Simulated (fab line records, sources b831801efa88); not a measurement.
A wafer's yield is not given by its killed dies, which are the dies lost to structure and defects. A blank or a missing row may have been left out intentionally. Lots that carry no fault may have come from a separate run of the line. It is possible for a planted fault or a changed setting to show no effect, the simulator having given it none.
Comparing a struck lot with a sound one :: flow gf180mcu :: 14 steps out of a route of 602
Sound: these wafers, L472.1, L472.4, L472.6. Wafers struck: L494.2, L494.5, L494.6. The cause is named last.
At each step with rows: each side's tool, then ch and its chambers, then its first start. Under that, the readings that differ: sound wafers :: struck wafers :: difference of the means :: sigmas: that difference in standard deviations of wafers without a fault.
alike: readings whose means differ by less than 2 such deviations, and words and numbers that are the same on both sides. not compared: withheld readings, readings that some wafer has no value for, bounds like >300 that may hide the same value, and numbers for which the record gives no deviation and whose values overlap.
A row with sigmas, a row that says differs or no value, or rows on one side alone: a step with any of these is where the two part. When numbers do not overlap yet have no deviation, they are printed without sigmas and do not part them. Lack of a reading on every wafer of one side parts them only where that side has two or more wafers.

first, 1 step without rows for these wafers: GF_V1_CVD_00 (deposits SiO2, target thk 600 nm, time 100 s).
GF_V1_THK_MEAS_01:
  sound on film-metro-03, day 17 12:43; struck on film-metro-04, day 24 21:36
  alike: V1_CVD_00_THK
GF_V1_CVD_02: deposits SiO2 from TEOS, target thk 850 nm, time 94.851 s.
  sound on pecvd-02 ch 0,2, day 17 12:47; struck on pecvd-01 ch 0,1,2, day 24 21:39
  alike: heater-power-w
GF_V1_THK_MEAS_03:
  sound on film-metro-02, day 17 12:50; struck on film-metro-03, day 24 21:44
  alike: V1_CVD_02_THK
GF_V1_CMP_04: polishes SiO2.
  sound on cmp-01 ch 0,2, day 17 12:54; struck on cmp-02 ch 0,1, day 24 21:47
reading: edge-zone-pressure-frac
sound: 0.995 0.994 0.993
struck: 1.008 0.999 1.009
difference: +0.011
sigmas: +2
  alike: motor-current-A, platen-rpm, time-to-endpoint-s
GF_V1_BOW_MEAS_05:
  sound on film-metro-04, day 17 13:12; struck on film-metro-02, day 24 22:06
  alike: V1_BOW
then, 6 steps without rows for these wafers: GF_V1_DEHYDRATE_06 (time 60 s); GF_V1_HMDS_07 (prime time 60 s); GF_V1_COAT_08; GF_V1_COAT_09 (resist thk 1000 nm); GF_V1_SOFTBAKE_10 (time 60 s); GF_V1_EXPOSE_11 (exposes mask Via1, target cd 260 nm).
GF_V1_PEB_12: peb time 90 s.
  struck on litho-track-01, day 25 19:09; sound on litho-track-04 ch 0, day 18 11:33
  no value came back on the struck wafers for any of 6 readings (chill-plate-temp-C (C), exhaust-pa (Pa) and others); on the sound wafers chill-plate-temp-C (C) reads 23.01 22.99 22.98
then, 1 step without rows for these wafers: GF_V1_DEVELOP_13 (develop time 60 s).

## WHERE THEY PART
First at GF_V1_CMP_04; last, within this record, at GF_V1_PEB_12.

WHY: the cause the simulator had injected
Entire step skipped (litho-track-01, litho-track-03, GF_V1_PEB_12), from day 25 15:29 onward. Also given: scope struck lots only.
